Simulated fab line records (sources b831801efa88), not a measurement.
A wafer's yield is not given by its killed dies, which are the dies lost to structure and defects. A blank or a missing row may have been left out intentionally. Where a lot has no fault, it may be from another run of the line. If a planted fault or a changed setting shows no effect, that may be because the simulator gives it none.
fab line records ; flow sky130
record lots=6; wafers=18; lastDay=50
route steps=708 shown NWELL@79 PWDE@84 VT_ADJUST_HVTP@85 PAD_OPEN@708
lots untouched by any fault: they come from a run of this same line in which no faults occurred
startH: hours from the record's first day to the start of the lot's first wafer shown ; waitH: how many hours have passed since the lot's step before this one ; " same as the row above ; L1.1+2: a single row standing in for several wafers ; - value missing, or start not given ; * or withheld: withheld ; < > ~ a bound
route shown NAME@n: a module of which the file shows steps, and the number in the route of the first ; usual: mean/standard deviation taken from wafers without a fault ; same: alike in all rows ; chamber/n: place in a boat ; sites: readings site by site ; _std_site: standard deviation of those values ; _edge_site: inner sites' mean taken away from outer sites' mean ; radiusMm: how far each site lies from the wafer's centre ; mask NAME#n: copy n ; behind: the most recent tool/chamber to have shaped the wafer ; hold: what put the lot on hold/how long, in hours/how the hold closed ; device: the transistor (n, p or np) that didn't switch ; end of line: the same wafers' tests at the end of the route ; for a step that has no rows: nothing shown but its recipe ; killed: the dies lost at the first sort to structure and to defects; this is not the yield of the wafer ; map: the dies of a wafer, with x for killed, . for not killed, _ for no die there
set.NAME: the run value of the setting; set.NAME@STEP: its run value at that earlier step ; model.NAME: the simulator's own value behind a step, which no gauge read
lots seen at some steps along the route; tables by step, rows by wafer
services: the hour from which a tool's chamber was out of use, counted from the record's first day as startH (under 0 if before that day), plus the number of hours and why
## steps
# step SKY_NWELL_TW_MEAS_26
# usual NWELL_2_TW=488/3.6
lot.wafer;tool;chamber;startH;waitH;NWELL_2_TW
L140.3;filmMetro-01;-;120.74;0.1;491
L140.5;filmMetro-01;-;120.74;0.1;487
L140.6;filmMetro-01;-;120.74;0.1;490
L144.2;filmMetro-04;-;144.32;0.1;487
L144.3;filmMetro-04;-;144.32;0.1;486
L144.5;filmMetro-04;-;144.32;0.1;488
L145.1;filmMetro-02;-;150.77;0.1;486
L145.3;filmMetro-02;-;150.77;0.1;485
L145.6;filmMetro-02;-;150.77;0.1;487
L146.1;filmMetro-04;-;151.26;0.1;484
L146.3;filmMetro-04;-;151.26;0.1;485
L146.4;filmMetro-04;-;151.26;0.1;487
L159.2;filmMetro-04;-;230.28;0.1;491
L159.3;filmMetro-04;-;230.28;0.1;493
L159.5;filmMetro-04;-;230.28;0.1;493
L160.1;filmMetro-01;-;247.49;0.1;490
L160.3;filmMetro-01;-;247.49;0.1;493
L160.4;filmMetro-01;-;247.49;0.1;491
# step SKY_NWELL_CLEAN_27
# recipe chemistry=SC1/SC2; mix=1:4:20; tempC=70; timeS=150; dry=n2Spin
# step SKY_NWELL_RTA_28
# recipe tempC=1050; timeS=30; idleTempC=650; rampUpCPerS=150; rampDownCPerS=90; ambient=N2
# usual chamberO2Ppm=2.006/0.021; lampPowerPct=25.31/0.056; rampDownCPerS=89.997/0.016; wafer_temp_C_max=1054.8/0.94
lot.wafer;tool;chamber;startH;waitH;chamberO2Ppm;lampPowerPct;rampDownCPerS;wafer_temp_C_max
L140.3;rtpAnneal-01;0;120.87;0.0;1.964;25.30;90.000;1054.3
L140.5;rtpAnneal-01;0;120.87;0.0;2.000;25.22;90.006;1055.4
L140.6;rtpAnneal-01;0;120.87;0.0;1.989;25.35;90.006;1054.3
L144.2;rtpAnneal-01;0;144.44;0.0;1.985;25.31;89.997;1055.8
L144.3;rtpAnneal-01;0;144.44;0.0;1.991;25.32;89.991;1055.9
L144.5;rtpAnneal-01;0;144.44;0.0;2.017;25.34;89.974;1053.3
L145.1;rtpAnneal-02;0;150.88;0.0;2.016;25.40;90.023;1055.7
L145.3;rtpAnneal-02;0;150.88;0.0;1.994;25.25;90.010;1054.5
L145.6;rtpAnneal-02;0;150.88;0.0;2.000;25.30;89.989;1053.9
L146.1;rtpAnneal-01;0;151.38;0.0;1.995;25.30;90.013;1056.2
L146.3;rtpAnneal-01;0;151.38;0.0;1.981;25.34;90.001;1054.7
L146.4;rtpAnneal-01;0;151.38;0.0;2.003;25.32;89.997;1056.7
L159.2;rtpAnneal-01;0;230.40;0.0;1.995;25.26;89.993;1054.0
L159.3;rtpAnneal-01;0;230.40;0.0;2.017;25.26;90.007;1055.2
L159.5;rtpAnneal-01;0;230.40;0.0;1.994;25.29;90.021;1053.0
L160.1;rtpAnneal-02;0;247.60;0.0;2.037;25.30;90.006;1057.0
L160.3;rtpAnneal-02;0;247.60;0.0;2.029;25.24;90.032;1055.4
L160.4;rtpAnneal-02;0;247.60;0.0;2.025;25.34;90.039;1054.5
# step SKY_NWELL_RS_MEAS_29
# recipe thkMeasGauge=four-point-probe
# usual NWELL_RS=625.0/1.8
lot.wafer;tool;chamber;startH;waitH;NWELL_RS[ohm/sq]
L140.3;filmMetro-01;-;120.97;0.1;626.9
L140.5;filmMetro-01;-;120.97;0.1;627.0
L140.6;filmMetro-01;-;120.97;0.1;624.0
L144.2;filmMetro-04;-;144.55;0.1;624.1
L144.3;filmMetro-04;-;144.55;0.1;626.9
L144.5;filmMetro-04;-;144.55;0.1;625.5
L145.1;filmMetro-01;-;151.08;0.2;623.4
L145.3;filmMetro-01;-;151.08;0.2;624.0
L145.6;filmMetro-01;-;151.08;0.2;624.4
L146.1;filmMetro-02;-;151.48;0.1;623.6
L146.3;filmMetro-02;-;151.48;0.1;624.2
L146.4;filmMetro-02;-;151.48;0.1;623.9
L159.2;filmMetro-04;-;230.50;0.1;624.0
L159.3;filmMetro-04;-;230.50;0.1;625.0
L159.5;filmMetro-04;-;230.50;0.1;624.7
L160.1;filmMetro-04;-;247.70;0.1;625.3
L160.3;filmMetro-04;-;247.70;0.1;624.1
L160.4;filmMetro-04;-;247.70;0.1;625.4
# step SKY_NWELL_RS_MEAS_31
# recipe thkMeasGauge=four-point-probe
# usual PWDE_RS=5278/19
lot.wafer;tool;chamber;startH;waitH;PWDE_RS[ohm/sq]
L140.3;filmMetro-01;-;121.21;0.1;5280
L140.5;filmMetro-01;-;121.21;0.1;5292
L140.6;filmMetro-01;-;121.21;0.1;5287
L144.2;filmMetro-04;-;144.79;0.1;5298
L144.3;filmMetro-04;-;144.79;0.1;5301
L144.5;filmMetro-04;-;144.79;0.1;5303
L145.1;filmMetro-01;-;151.32;0.1;5301
L145.3;filmMetro-01;-;151.32;0.1;5289
L145.6;filmMetro-01;-;151.32;0.1;5306
L146.1;filmMetro-02;-;151.72;0.1;5252
L146.3;filmMetro-02;-;151.72;0.1;5272
L146.4;filmMetro-02;-;151.72;0.1;5273
L159.2;filmMetro-04;-;230.74;0.1;5276
L159.3;filmMetro-04;-;230.74;0.1;5295
L159.5;filmMetro-04;-;230.74;0.1;5291
L160.1;filmMetro-04;-;247.94;0.1;5244
L160.3;filmMetro-04;-;247.94;0.1;5233
L160.4;filmMetro-04;-;247.94;0.1;5230
# step SKY_VT_ADJUST_HVTP_DEHYDRATE_00
# recipe tempC=200; timeS=60
# step SKY_VT_ADJUST_HVTP_HMDS_01
# recipe primeTimeS=60; primeTempC=120
# step SKY_VT_ADJUST_HVTP_COAT_02
# recipe resist=NOVOLAK; spinRpm=3000; resistThkNm=1140
# step SKY_VT_ADJUST_HVTP_SOFTBAKE_03
# recipe tempC=90; timeS=60; resist=NOVOLAK
# step SKY_VT_ADJUST_HVTP_EXPOSE_04
# recipe maskId=HVTPM; na=0.6; sourceShape=conventional; sigmaOuter=0.6; polarization=unpolarized; targetCdNm=380; doseMj=140
# step SKY_VT_ADJUST_HVTP_PEB_05
# recipe tempC=withheld; timeS=*; resist=NOVOLAK
# step SKY_VT_ADJUST_HVTP_DEVELOP_06
# recipe resist=NOVOLAK; developer=TMAH; developTimeS=60; devTempC=23
# usual exhaustPa=45.1/0.99
lot.wafer;tool;chamber;startH;waitH;exhaustPa
L140.3;lithoTrack-01;0;138.54;0.1;44.4
L140.5;lithoTrack-01;0;138.54;0.1;44.2
L140.6;lithoTrack-01;0;138.54;0.1;44.3
L144.2;lithoTrack-01;0;163.01;0.1;45.3
L144.3;lithoTrack-01;0;163.01;0.1;45.2
L144.5;lithoTrack-01;0;163.01;0.1;45.1
L145.1;lithoTrack-03;0;170.38;0.1;43.7
L145.3;lithoTrack-03;0;170.38;0.1;44.5
L145.6;lithoTrack-03;0;170.38;0.1;44.2
L146.1;lithoTrack-03;0;171.03;0.1;45.6
L146.3;lithoTrack-03;0;171.03;0.1;46.0
L146.4;lithoTrack-03;0;171.03;0.1;45.7
L159.2;lithoTrack-03;0;253.70;0.1;46.1
L159.3;lithoTrack-03;0;253.70;0.1;45.7
L159.5;lithoTrack-03;0;253.70;0.1;45.6
L160.1;lithoTrack-04;0;271.22;0.1;46.6
L160.3;lithoTrack-04;0;271.22;0.1;45.8
L160.4;lithoTrack-04;0;271.22;0.1;44.2
# step SKY_VT_ADJUST_HVTP_CD_MEAS_07
# recipe targetCdNm=380
# usual cdNm=380.5/2.4
lot.wafer;tool;chamber;startH;waitH;hold;cdNm
L140.3;cdSem-02;-;138.68;0.1;-;379.7
L140.5;cdSem-02;-;138.68;0.1;-;382.7
L140.6;cdSem-02;-;138.68;0.1;-;379.1
L144.2;cdSem-02;-;163.16;0.1;-;381.4
L144.3;cdSem-02;-;163.16;0.1;-;382.6
L144.5;cdSem-02;-;163.16;0.1;-;383.8
L145.1;cdSem-02;-;170.53;0.1;awaitDispo/0.2h/release;393.8
L145.3;cdSem-02;-;170.53;0.1;awaitDispo/0.2h/release;393.0
L145.6;cdSem-02;-;170.53;0.1;awaitDispo/0.2h/release;393.4
L145.1;cdSem-02;-;170.81;0.3;-;393.7
L145.3;cdSem-02;-;170.81;0.3;-;393.0
L145.6;cdSem-02;-;170.81;0.3;-;393.5
L146.1;cdSem-02;-;171.18;0.1;awaitDispo/0.2h/release;389.9
L146.3;cdSem-02;-;171.18;0.1;awaitDispo/0.2h/release;392.4
L146.4;cdSem-02;-;171.18;0.1;awaitDispo/0.2h/release;390.5
L146.1;cdSem-02;-;171.46;0.3;-;390.2
L146.3;cdSem-02;-;171.46;0.3;-;392.3
L146.4;cdSem-02;-;171.46;0.3;-;390.1
L159.2;cdSem-02;-;253.85;0.1;-;383.1
L159.3;cdSem-02;-;253.85;0.1;-;380.9
L159.5;cdSem-02;-;253.85;0.1;-;380.7
L160.1;cdSem-02;-;271.37;0.1;-;380.9
L160.3;cdSem-02;-;271.37;0.1;-;380.9
L160.4;cdSem-02;-;271.37;0.1;-;382.1
# step SKY_VT_ADJUST_HVTP_OVL_MEAS_08
# usual VT_ADJUST_HVTP_OVL=0.1/1.2
lot.wafer;tool;chamber;startH;waitH;hold;VT_ADJUST_HVTP_OVL[nm]
L140.3;overlay-01;-;138.77;0.1;-;1.2
L140.5;overlay-01;-;138.77;0.1;-;0.1
L140.6;overlay-01;-;138.77;0.1;-;0.0
L144.2;overlay-02;-;163.26;0.1;-;1.8
L144.3;overlay-02;-;163.26;0.1;-;-1.0
L144.5;overlay-02;-;163.26;0.1;-;-0.2
L146.1;overlay-01;-;177.02;5.5;awaitDispo/4.5h/release;-0.8
L146.3;overlay-01;-;177.02;5.5;awaitDispo/4.5h/release;-0.5
L146.4;overlay-01;-;177.02;5.5;awaitDispo/4.5h/release;-0.5
L145.1;overlay-01;-;177.38;6.5;awaitDispo/6.4h/release;-0.3
L145.3;overlay-01;-;177.38;6.5;awaitDispo/6.4h/release;-0.8
L145.6;overlay-01;-;177.38;6.5;awaitDispo/6.4h/release;-0.5
L159.2;overlay-02;-;253.95;0.1;-;0.1
L159.3;overlay-02;-;253.95;0.1;-;1.8
L159.5;overlay-02;-;253.95;0.1;-;2.2
L160.1;overlay-02;-;271.49;0.1;-;3.9
L160.3;overlay-02;-;271.49;0.1;-;2.4
L160.4;overlay-02;-;271.49;0.1;-;-0.6
# step SKY_PAD_OPEN_PROBE_99
# usual killed_at_M0_to_M3=44/7.3; killed_at_M4_up=3.5/1.8; killedAtContacts=24/5.8; killedAtFrontEnd=16/4.3; killedAtOther=0.5/0.68; killedDies=88/9.4; killedOpen=48/6.8; killedShort=40/6.1
# same grossDies=492; killedAtBackSide=0
lot.wafer;tool;chamber;startH;waitH;killed_at_M0_to_M3;killed_at_M4_up;killedAtContacts;killedAtFrontEnd;killedAtOther;killedDies;killedOpen;killedShort
L144.2;prober-02;-;1114.39;0.1;43;2;39;15;0;99;56;43
L144.3;prober-02;-;1114.44;0.2;54;1;26;17;1;99;59;40
L144.5;prober-02;-;1114.54;0.2;50;1;36;10;0;97;60;37
L145.1;prober-01;-;1121.86;0.1;46;4;18;19;1;88;42;45
L145.3;prober-01;-;1121.96;0.2;58;3;16;18;0;95;54;40
L145.6;prober-01;-;1122.11;0.2;42;2;24;22;2;92;46;42
L146.1;prober-02;-;1125.27;0.1;48;2;21;21;0;92;56;36
L146.3;prober-02;-;1125.37;0.2;47;1;15;12;1;76;44;32
L146.4;prober-02;-;1125.42;0.2;54;6;16;19;0;95;44;50
L159.2;prober-02;-;1187.77;0.1;47;3;19;18;0;87;50;37
L159.3;prober-02;-;1187.82;0.2;39;0;19;16;0;74;40;34
L159.5;prober-02;-;1187.92;0.2;40;4;22;14;1;81;48;32
# killed by level:class
L144.2 LI_CONTACT:geometricParticle:open=14 CONTACT:geometricParticle:open=11 VIA2:geometricParticle:open=8 METAL3:geometricParticle:short=7 FIELD_ISO:geometricParticle:open=5 LI_CONTACT:geometricParticle:short=5 VIA1:geometricParticle:open=5 METAL2:geometricParticle:short=5
L144.3 VIA1:geometricParticle:open=12 CONTACT:geometricParticle:open=9 VIA2:geometricParticle:open=9 VIA3:geometricParticle:open=8 LI_CONTACT:geometricParticle:open=7 METAL1:geometricParticle:short=6 SPACER:geometricParticle:short=5 CONTACT:geometricParticle:short=4
L144.5 CONTACT:geometricParticle:open=13 VIA1:geometricParticle:open=10 VIA3:geometricParticle:open=9 VIA2:geometricParticle:open=7 LI_CONTACT:geometricParticle:open=7 METAL1:geometricParticle:short=7 CONTACT:geometricParticle:short=6 LI_CONTACT:geometricParticle:short=4
L145.1 VIA1:geometricParticle:open=13 POLY_GATE:geometricParticle:short=8 METAL3:geometricParticle:short=7 VIA3:geometricParticle:open=7 METAL1:geometricParticle:short=6 LI_CONTACT:geometricParticle:open=6 LOCAL_INTERCONNECT:geometricParticle:short=5 POLY_GATE:geometricParticle:open=4
L145.3 VIA1:geometricParticle:open=15 METAL1:geometricParticle:short=9 LI_CONTACT:geometricParticle:open=7 VIA2:geometricParticle:open=6 CONTACT:geometricParticle:open=6 VIA3:geometricParticle:open=6 POLY_GATE:geometricParticle:open=5 VIA1:geometricParticle:short=5
L145.6 LI_CONTACT:geometricParticle:open=7 VIA1:geometricParticle:short=7 VIA2:geometricParticle:open=7 CONTACT:geometricParticle:open=6 VIA3:geometricParticle:open=6 FIELD_ISO:geometricParticle:open=5 POLY_GATE:geometricParticle:short=5 CONTACT:geometricParticle:short=5
L146.1 VIA1:geometricParticle:open=11 CONTACT:geometricParticle:open=9 VIA3:geometricParticle:open=7 POLY_GATE:geometricParticle:open=5 POLY_GATE:geometricParticle:short=5 LI_CONTACT:geometricParticle:open=5 VIA1:geometricParticle:short=5 VIA2:geometricParticle:open=5
L146.3 VIA1:geometricParticle:open=15 VIA3:geometricParticle:open=8 CONTACT:geometricParticle:open=7 METAL2:geometricParticle:short=5 FIELD_ISO:geometricParticle:short=4 VIA3:geometricParticle:short=4 FIELD_ISO:geometricParticle:open=3 LI_CONTACT:geometricParticle:open=3
L146.4 METAL1:geometricParticle:short=9 VIA3:geometricParticle:open=8 METAL2:geometricParticle:short=7 VIA1:geometricParticle:open=7 FIELD_ISO:geometricParticle:open=6 METAL4:geometricParticle:short=6 VIA2:geometricParticle:open=6 POLY_GATE:geometricParticle:short=5
L159.2 VIA2:geometricParticle:open=11 VIA1:geometricParticle:open=10 LI_CONTACT:geometricParticle:open=8 VIA1:geometricParticle:short=6 METAL2:geometricParticle:short=6 CONTACT:geometricParticle:open=5 METAL1:geometricParticle:short=5 FIELD_ISO:geometricParticle:open=4
L159.3 VIA1:geometricParticle:open=11 LI_CONTACT:geometricParticle:open=10 CONTACT:geometricParticle:open=6 POLY_GATE:geometricParticle:short=5 VIA2:geometricParticle:open=5 VIA3:geometricParticle:short=5 METAL1:geometricParticle:short=4 FIELD_ISO:geometricParticle:short=3
L159.5 CONTACT:geometricParticle:open=10 VIA1:geometricParticle:open=10 FIELD_ISO:geometricParticle:open=6 LI_CONTACT:geometricParticle:open=5 VIA3:geometricParticle:short=5 VIA2:geometricParticle:open=5 METAL1:geometricParticle:short=5 METAL3:geometricParticle:short=5
## services
tool;chamber;startH;hours;kind
lithoTrack-04;-;141.32;-;consumableReplace:filter
lithoTrack-04;-;149.40;-;consumableReplace:filter
rtpAnneal-01;-;244.96;4.7;pm
## key
firstSign step=SKY_VT_ADJUST_HVTP_CD_MEAS_07; reading=visit; direction=added
effect step=SKY_VT_ADJUST_HVTP_CD_MEAS_07; reading=cdNm; direction=up; sigmas=4.8; usual=380.5; struck=392.2
metAt SKY_VT_ADJUST_HVTP_DEVELOP_06
struckWafers L145.1,L145.3,L145.6,L146.1,L146.3,L146.4
testerLeftOut L145,L146
fault kind=processParameterDrift; tool=lithoTrack-03; chamber=-; onsetH=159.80; steps=SKY_VT_ADJUST_HVTP_DEVELOP_06; channel=developTimeS; offset=*; shape=step; endH=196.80; actsIn=*; stated=*
# testerLeftOut: of these lots the tester's yield and bins aren't shown, on N5 and GAA mostly nor the transistor test; their killed dies are dies lost to structure and defects alone, not to doping, threshold or leakage, so they don't give the yield
